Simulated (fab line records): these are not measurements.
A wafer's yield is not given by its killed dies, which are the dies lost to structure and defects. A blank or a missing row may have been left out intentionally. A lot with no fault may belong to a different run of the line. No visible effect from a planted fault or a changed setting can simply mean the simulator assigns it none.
fab line records	flow gf180mcu
record: lots: 14	wafers: 42	last-day: 34
route steps=602 shown M3@412 V3@446 M4@457
lots that met no fault: from a run of the same line without faults
start-h: hours from the record's opening day to when the first of the lot's shown wafers began	wait-h: hours from the lot's prior step to this one	" the same as in the row above	L1.1+2: several wafers, shown together as one row	- no value present, or no start provided	* or withheld: withheld	< > ~ a bound
route shown NAME@n: names a module that has steps shown in the file, with the first one's number in the route	usual: mean/standard deviation of fault-free wafers	same: alike in all rows	chamber/n: place in a boat	sites: the reading at each site	_std_site: their standard deviation	_edge_site: mean of outer sites minus mean of inner sites	radius-mm: for every site, how far away it sits from the centre of the wafer	mask NAME#n: copy n	behind: the last tool/chamber to shape the wafer	hold: what put the lot on hold/how long, in hours/how the hold closed	device: names the non-switching transistor (n, p or np)	end of line: the tests these same wafers got at the end of their route	a step given without rows: its recipe and nothing more	killed: the dies lost at the first sort to structure and to defects; this is not the yield of the wafer	map: per-die view of a wafer (x killed, . not killed, _ where there is no die)
set.NAME: the setting that was run; set.NAME@STEP: the one run at that earlier step	model.NAME: the simulator's own value behind a step, which no gauge read
route steps across a sampled set of lots; one table per step, one row per wafer
services: from which hour (start-h, from the record's first day; less than 0 if before it) a tool's chamber was out of use, for how many hours, and why
== steps ==
step: GF_M3_SPUTTER_03
recipe: material: Ti	target-thk-nm: 10	substrate-temp-c: 300	chamber-pressure-pa: 0.3	power-w: 3000	time-s: 6.7
usual: cathode-dc-power-W: 3000.0/0.5	chamber-pressure-pa: 0.2999/0.00063	throttle-valve-pct: 30.2/1
same: time-s: 6.7
lot.wafer	tool	chamber	start-h	wait-h	cathode-dc-power-W	chamber-pressure-pa	throttle-valve-pct
L999.2	pvd-sputter-02	-	477.31	0.0	3000.3	0.2998	31.2
L999.5	"	-	"	"	3000.0	0.3006	31.3
L999.6	"	-	"	"	2999.7	0.2992	31.4
L100.2	pvd-sputter-04	-	480.13	0.0	3000.1	0.3005	30.8
L100.4	"	-	"	"	3000.8	0.2991	29.0
L100.6	"	-	"	"	3000.4	0.2998	30.3
L106.1	pvd-sputter-02	-	536.04	0.0	2999.3	0.2997	31.5
L106.3	"	-	"	"	3000.1	0.3006	31.2
L106.4	"	-	"	"	3000.7	0.3008	30.7
L107.3	pvd-sputter-02	-	537.42	0.0	3000.4	0.3003	31.4
L107.4	"	-	"	"	3000.1	0.3013	31.1
L107.6	"	-	"	"	3000.1	0.3004	30.8
L111.1	pvd-sputter-03	-	572.63	0.0	2999.7	0.2990	30.4
L111.3	"	-	"	"	2999.8	0.3004	30.4
L111.6	"	-	"	"	2999.8	0.3008	28.3
L113.2	pvd-sputter-03	-	579.88	0.0	2999.7	0.2987	29.4
L113.5	"	-	"	"	3000.0	0.2993	30.5
L113.6	"	-	"	"	3000.2	0.2998	29.9
L114.1	pvd-sputter-02	-	592.92	0.0	3001.6	0.3001	31.4
L114.5	"	-	"	"	2999.9	0.3009	30.6
L114.6	"	-	"	"	2999.5	0.2988	29.7
L115.1	pvd-sputter-03	-	601.01	0.0	2999.8	0.3000	30.7
L115.4	"	-	"	"	3000.1	0.3006	29.1
L115.5	"	-	"	"	3000.1	0.3005	30.5
L116.4	pvd-sputter-02	-	608.68	0.0	2999.9	0.3005	30.9
L116.5	"	-	"	"	2999.6	0.2997	31.2
L116.6	"	-	"	"	2999.8	0.3000	29.6
L117.1	pvd-sputter-04	-	613.05	0.0	3000.3	0.2991	29.1
L117.3	"	-	"	"	3000.3	0.2995	30.6
L117.4	"	-	"	"	2999.7	0.3011	27.6
L119.3	pvd-sputter-04	-	631.98	0.0	2999.8	0.3005	30.7
L119.5	"	-	"	"	2999.4	0.2991	30.3
L119.6	"	-	"	"	3001.0	0.2994	30.9
L120.1	pvd-sputter-02	-	633.23	0.0	2999.4	0.2994	29.3
L120.2	"	-	"	"	3000.7	0.3004	31.0
L120.3	"	-	"	"	3000.5	0.2996	31.3
L121.1	pvd-sputter-03	-	639.60	0.0	2999.7	0.2995	28.3
L121.2	"	-	"	"	3000.1	0.2999	30.6
L121.5	"	-	"	"	3000.2	0.3000	28.5
L122.2	pvd-sputter-02	-	647.40	0.0	2999.8	0.3001	30.7
L122.3	"	-	"	"	2999.8	0.2999	31.0
L122.5	"	-	"	"	3000.9	0.3005	31.1
step: GF_M3_STRIP_17
recipe: chemistry: O2/N2	power-w: 1400	pressure-mtorr: 1500	platen-temp-c: 250	o2-flow-sccm: 3000	n2-flow-sccm: 300	overash-fraction: 0.5
usual: drypump-motor-current-A: 5.8/0.36	heater-power-w: 344/18	oes-product-au: 0.557/0.0046	strip-time-to-endpoint-s: 7.86/0.057
lot.wafer	tool	chamber	start-h	wait-h	drypump-motor-current-A	heater-power-w	oes-product-au	rf-hours-counter-h	strip-time-to-endpoint-s
L999.2	plasma-asher-02	0	501.68	0.1	5.5	337	0.561	97	7.84
L999.5	"	0	"	"	5.4	327	0.558	-	7.84
L999.6	"	1	"	"	5.6	326	0.551	-	7.80
L100.2	plasma-asher-01	1	504.15	0.1	6.4	373	0.548	72	7.83
L100.4	"	1	"	"	6.4	380	0.548	-	7.81
L100.6	"	1	"	"	6.4	386	0.555	-	7.83
L106.1	plasma-asher-04	0	558.48	0.1	5.7	349	0.563	44	7.89
L106.3	"	1	"	"	5.9	339	0.564	-	7.85
L106.4	"	0	"	"	5.7	352	0.563	-	7.83
L107.3	plasma-asher-02	0	559.46	0.1	5.4	323	0.558	-	7.80
L107.4	"	1	"	"	5.6	327	0.558	-	7.86
L107.6	"	1	"	"	5.6	328	0.559	-	7.89
L111.1	plasma-asher-04	0	593.74	0.1	5.7	356	0.553	49	7.79
L111.3	"	1	"	"	5.8	347	0.551	-	7.84
L111.6	"	0	"	"	5.8	346	0.555	-	7.81
L113.2	plasma-asher-02	0	601.12	0.1	5.4	327	0.557	109	7.86
L113.5	"	0	"	"	5.4	331	0.554	-	7.86
L113.6	"	1	"	"	5.6	319	0.553	-	7.87
L114.1	plasma-asher-01	0	613.64	0.1	6.4	345	0.561	83	7.77
L114.5	"	1	"	"	6.4	380	0.553	-	7.75
L114.6	"	0	"	"	6.4	354	0.557	-	7.84
L115.1	plasma-asher-02	0	621.67	0.1	5.4	331	0.559	112	7.89
L115.4	"	1	"	"	5.6	324	0.560	-	7.94
L115.5	"	0	"	"	5.4	330	0.566	-	7.98
L116.4	plasma-asher-01	0	629.56	0.1	6.4	353	0.553	-	7.79
L116.5	"	1	"	"	6.4	384	0.548	-	7.82
L116.6	"	0	"	"	6.4	349	0.553	-	7.75
L117.1	plasma-asher-02	1	633.92	0.1	5.5	319	0.554	113	7.87
L117.3	"	1	"	"	5.6	334	0.556	-	7.93
L117.4	"	0	"	"	5.4	328	0.558	-	7.92
L119.3	plasma-asher-01	0	652.42	0.1	6.4	355	0.566	-	7.96
L119.5	"	0	"	"	6.4	352	0.557	-	7.95
L119.6	"	1	"	"	6.4	391	0.566	-	7.89
L120.1	plasma-asher-02	1	653.38	0.1	5.6	327	0.558	115	7.82
L120.2	"	0	"	"	5.4	325	0.550	115	7.87
L120.3	"	1	"	"	5.6	327	0.562	-	7.90
L121.1	plasma-asher-04	0	659.03	0.1	5.8	359	0.556	56	7.91
L121.2	"	1	"	"	5.9	353	0.560	56	7.89
L121.5	"	0	"	"	5.7	350	0.564	-	7.93
L122.2	plasma-asher-02	0	667.33	0.1	5.4	330	0.557	117	8.02
L122.3	"	1	"	"	5.6	331	0.560	-	8.01
L122.5	"	1	"	"	5.6	326	0.565	-	7.97
step: GF_V3_ETCH_17
recipe: chemistry: C4F8/O2/Ar	mask-material: KrF	target: SiO2	stop-on: TiN	source-w: 1500	bias-w: 1200	pressure-mtorr: 40	c4f8-flow-sccm: withheld	O2_flow_sccm: 6	Ar_flow_sccm: 300	time-s: withheld	target-depth-a: 6350
usual: oes-product-au: 0.856/0.0049
lot.wafer	tool	chamber	start-h	wait-h	oes-product-au
L999.2	rie-diel-03	3	-	-	0.865
L999.5	"	2	"	"	0.854
L999.6	"	1	"	"	0.864
L100.2	rie-diel-01	1	-	-	0.868
L100.4	"	2	"	"	0.855
L100.6	"	3	"	"	0.849
L106.1	rie-diel-03	0	-	-	0.855
L106.3	"	2	"	"	0.859
L106.4	"	1	"	"	0.850
L107.3	rie-diel-01	2	-	-	0.855
L107.4	"	0	"	"	0.853
L107.6	"	1	"	"	0.859
L111.1	rie-diel-04	2	-	-	0.857
L111.3	"	3	"	"	0.857
L111.6	"	1	"	"	0.868
L113.2	rie-diel-01	2	-	-	0.854
L113.5	"	1	"	"	0.857
L113.6	"	3	"	"	0.862
L114.1	rie-diel-01	0	-	-	0.858
L114.5	"	2	"	"	0.855
L114.6	"	3	"	"	0.853
L115.1	rie-diel-04	2	-	-	0.853
L115.4	"	1	"	"	0.854
L115.5	"	0	"	"	0.853
L116.4	rie-diel-04	1	-	-	0.862
L116.5	"	3	"	"	0.863
L116.6	"	2	"	"	0.856
L117.1	rie-diel-04	0	-	-	0.857
L117.3	"	3	"	"	0.857
L117.4	"	2	"	"	0.848
L119.3	rie-diel-03	3	-	-	0.854
L119.5	"	1	"	"	0.859
L119.6	"	2	"	"	0.860
L120.1	rie-diel-04	1	-	-	0.860
L120.2	"	3	"	"	0.855
L120.3	"	0	"	"	0.857
L121.1	rie-diel-03	3	-	-	0.854
L121.2	"	0	"	"	0.858
L121.5	"	0	"	"	0.857
L122.2	rie-diel-03	1	-	-	0.856
L122.3	"	2	"	"	0.856
L122.5	"	3	"	"	0.852
step: GF_M4_SPUTTER_01
recipe: material: TiN	target-thk-nm: 30	power-w: 6500	time-s: 25	chamber-pressure-pa: 0.4
usual: cathode-dc-power-W: 6500.1/1.2	chamber-pressure-pa: 0.4002/0.00072	throttle-valve-pct: 29.7/0.91	time-s: 25/0
lot.wafer	tool	chamber	start-h	wait-h	cathode-dc-power-W	chamber-pressure-pa	throttle-valve-pct	time-s
L999.2	pvd-sputter-03	-	528.26	0.1	6499.8	0.4010	29.2	25
L999.5	"	-	"	"	6501.2	0.4001	30.4	25
L999.6	"	-	"	"	6501.9	0.4011	29.3	25
L100.2	pvd-sputter-04	-	530.12	0.1	6499.5	0.3997	28.9	25
L100.4	"	-	"	"	6500.6	0.4009	30.4	25
L100.6	"	-	"	"	6501.2	0.4001	30.7	25
L106.1	pvd-sputter-03	-	582.95	0.1	-	-	-	-
L106.3	"	-	"	"	-	-	-	-
L106.4	"	-	"	"	-	-	-	-
L107.3	pvd-sputter-01	-	584.17	0.1	-	-	-	-
L107.4	"	-	"	"	-	-	-	-
L107.6	"	-	"	"	-	-	-	-
L111.1	pvd-sputter-04	-	616.76	0.1	6502.2	0.4003	28.9	25
L111.3	"	-	"	"	6498.6	0.3998	30.5	25
L111.6	"	-	"	"	6499.2	0.3993	30.3	25
L113.2	pvd-sputter-01	-	624.22	0.1	6498.6	0.4008	31.0	25
L113.5	"	-	"	"	6499.5	0.4009	29.8	25
L113.6	"	-	"	"	6500.2	0.4014	30.4	25
L114.1	pvd-sputter-04	-	636.61	0.1	6499.7	0.3997	30.9	25
L114.5	"	-	"	"	6500.1	0.4001	29.0	25
L114.6	"	-	"	"	6497.4	0.4000	27.9	25
L115.1	pvd-sputter-03	-	645.03	0.1	6498.5	0.4013	28.7	25
L115.4	"	-	"	"	6498.3	0.3991	29.5	25
L115.5	"	-	"	"	6500.4	0.3994	29.9	25
L116.4	pvd-sputter-04	-	651.38	0.1	6499.5	0.4006	30.3	25
L116.5	"	-	"	"	6500.9	0.4013	28.8	25
L116.6	"	-	"	"	6501.1	0.3996	30.2	25
L117.1	pvd-sputter-03	-	656.63	0.1	6498.8	0.4002	30.6	25
L117.3	"	-	"	"	6501.2	0.4002	28.7	25
L117.4	"	-	"	"	6499.4	0.4002	29.3	25
L119.3	pvd-sputter-01	-	674.33	0.1	6502.9	0.4003	30.8	25
L119.5	"	-	"	"	6500.6	0.4002	29.9	25
L119.6	"	-	"	"	6501.3	0.4001	30.1	25
L120.1	pvd-sputter-04	-	676.25	0.1	6502.6	0.3998	27.7	25
L120.2	"	-	"	"	6499.8	0.4000	28.9	25
L120.3	"	-	"	"	6501.6	0.3994	30.8	25
L121.1	pvd-sputter-03	-	680.68	0.1	6500.3	0.3992	29.3	25
L121.2	"	-	"	"	6498.5	0.3998	30.1	25
L121.5	"	-	"	"	6499.8	0.3999	30.2	25
L122.2	pvd-sputter-01	-	689.78	0.1	6499.3	0.4007	30.9	25
L122.3	"	-	"	"	6499.5	0.3998	29.8	25
L122.5	"	-	"	"	6499.2	0.4013	30.2	25
step: GF_M4_METAL_ETCH_16
recipe: chemistry: Cl2/BCl3	mask-material: KrF	target-depth-nm: 627.5	stop-on: SiO2	pressure-mtorr: 8	icp-w: 800	bias-w: 140	Cl2_flow_sccm: 80	bcl3-flow-sccm: 40	time-s: 104.6
usual: drypump-motor-current-A: 5.5/0.44	oes-product-au: 0.972/0.0069	throttle-valve-pct: 28.250/0.011
same: time-s: 104.6
lot.wafer	tool	chamber	start-h	wait-h	drypump-motor-current-A	oes-product-au	rf-hours-counter-h	throttle-valve-pct
L999.2	rie-metal-02	0	550.40	0.1	5.8	0.979	-	28.240
L999.5	"	0	"	"	5.8	0.970	-	28.245
L999.6	"	0	"	"	5.8	0.983	-	28.252
L100.2	rie-metal-03	0	552.92	0.1	5.0	0.977	-	28.234
L100.4	"	0	"	"	5.0	0.986	-	28.256
L100.6	"	0	"	"	4.9	0.971	-	28.236
L106.1	rie-metal-01	0	603.42	0.0	6.0	0.950	5	28.284
L106.3	"	0	"	"	6.0	0.955	-	28.284
L106.4	"	0	"	"	6.0	0.953	-	28.284
L107.3	rie-metal-01	0	605.50	0.1	6.0	0.940	-	28.293
L107.4	"	0	"	"	5.9	0.948	-	28.267
L107.6	"	0	"	"	6.0	0.940	-	28.295
L111.1	rie-metal-03	0	637.62	0.0	5.0	0.972	3	28.264
L111.3	"	0	"	"	5.0	0.969	-	28.262
L111.6	"	0	"	"	5.0	0.983	-	28.235
L113.2	rie-metal-03	1	644.36	0.0	5.4	0.964	11	28.256
L113.5	"	0	"	"	4.9	0.984	-	28.248
L113.6	"	1	"	"	5.4	0.977	-	28.265
L114.1	rie-metal-03	1	656.53	0.0	5.5	0.958	12	28.262
L114.5	"	0	"	"	4.9	0.968	-	28.249
L114.6	"	1	"	"	5.4	0.969	-	28.258
L115.1	rie-metal-03	0	664.23	0.0	5.0	0.978	4	28.241
L115.4	"	0	"	"	5.0	0.982	-	28.240
L115.5	"	1	"	"	5.5	0.979	-	28.259
L116.4	rie-metal-01	0	670.94	0.0	6.0	0.972	-	28.267
L116.5	"	0	"	"	6.0	0.977	-	28.266
L116.6	"	1	"	"	5.3	0.975	-	28.260
L117.1	rie-metal-02	0	676.26	0.0	5.8	0.960	12	28.249
L117.3	"	1	"	"	6.1	0.978	-	28.244
L117.4	"	0	"	"	5.8	0.972	-	28.240
L119.3	rie-metal-02	1	693.95	0.1	6.1	0.979	-	28.251
L119.5	"	1	"	"	6.1	0.978	-	28.261
L119.6	"	1	"	"	6.1	0.961	-	28.265
L120.1	rie-metal-03	1	695.57	0.0	5.4	0.977	13	28.251
L120.2	"	0	"	"	4.9	0.971	6	28.255
L120.3	"	0	"	"	4.9	0.973	-	28.248
L121.1	rie-metal-02	1	700.27	0.0	6.1	0.964	5	28.249
L121.2	"	1	"	"	6.1	0.965	-	28.247
L121.5	"	1	"	"	6.1	0.974	-	28.250
L122.2	rie-metal-03	0	708.57	0.1	4.9	0.981	-	28.235
L122.3	"	0	"	"	5.0	0.973	-	28.238
L122.5	"	0	"	"	4.9	0.975	-	28.241
== services ==
tool	chamber	start-h	hours	kind
pvd-sputter-03	-	454.13	1.9	repair
pvd-sputter-04	-	467.76	6.6	repair
pvd-sputter-03	-	477.96	1.2	repair
rie-diel-04	2	492.35	5.2	repair
pvd-sputter-01	-	510.13	2.7	repair
rie-diel-03	0	515.14	3.0	repair
pvd-sputter-02	-	525.27	2.6	repair
pvd-sputter-02	-	528.16	1.8	repair
rie-diel-01	2	531.17	34.9	repair
rie-diel-01	1	538.86	4.4	repair
pvd-sputter-03	-	544.95	1.1	repair
rie-metal-03	1	552.54	4.4	repair
plasma-asher-01	-	561.52	5.7	repair
rie-diel-01	1	561.57	13.7	repair
rie-diel-01	0	608.24	22.9	repair
rie-metal-03	-	637.87	0.6	repair
pvd-sputter-03	-	646.24	2.2	repair
rie-diel-01	2	671.25	8.2	repair
rie-diel-01	-	674.97	0.1	repair
plasma-asher-02	-	682.10	9.3	repair
plasma-asher-01	-	687.06	7.7	pm
rie-diel-01	3	687.76	11.2	repair
rie-diel-01	-	691.51	1.0	repair
pvd-sputter-04	-	702.33	2.6	repair
== key ==
first-sign: step: GF_M4_SPUTTER_01	reading: tool-record	direction: missing
effect: step: GF_M4_METAL_ETCH_16	reading: oes-product-au	direction: down	sigmas: 3.6	usual: 0.972	struck: 0.948
met-at GF_M4_SPUTTER_01
struck-lots L106,L107
later-rows-left-out L106.1,L106.3,L106.4,L107.3,L107.4,L107.6
sort-left-out L106.1,L106.3,L106.4,L107.3,L107.4,L107.6
not-acting-at GF_M3_SPUTTER_03,GF_M3_STRIP_17,GF_V3_ETCH_17
onset-between 528.26 582.95
fault: kind: skipped-step-whole	tool: pvd-sputter-01,pvd-sputter-03	chamber: -	onset-h: 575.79	steps: GF_M4_SPUTTER_01	scope: struck-lots-only
sort-left-out: the simulated sort isn't trusted on such a fault, so these wafers' sort isn't shown, and their yield isn't known
later-rows-left-out: the simulator's readings of these wafers behind a module that went badly wrong aren't trusted and aren't shown, but for the sort
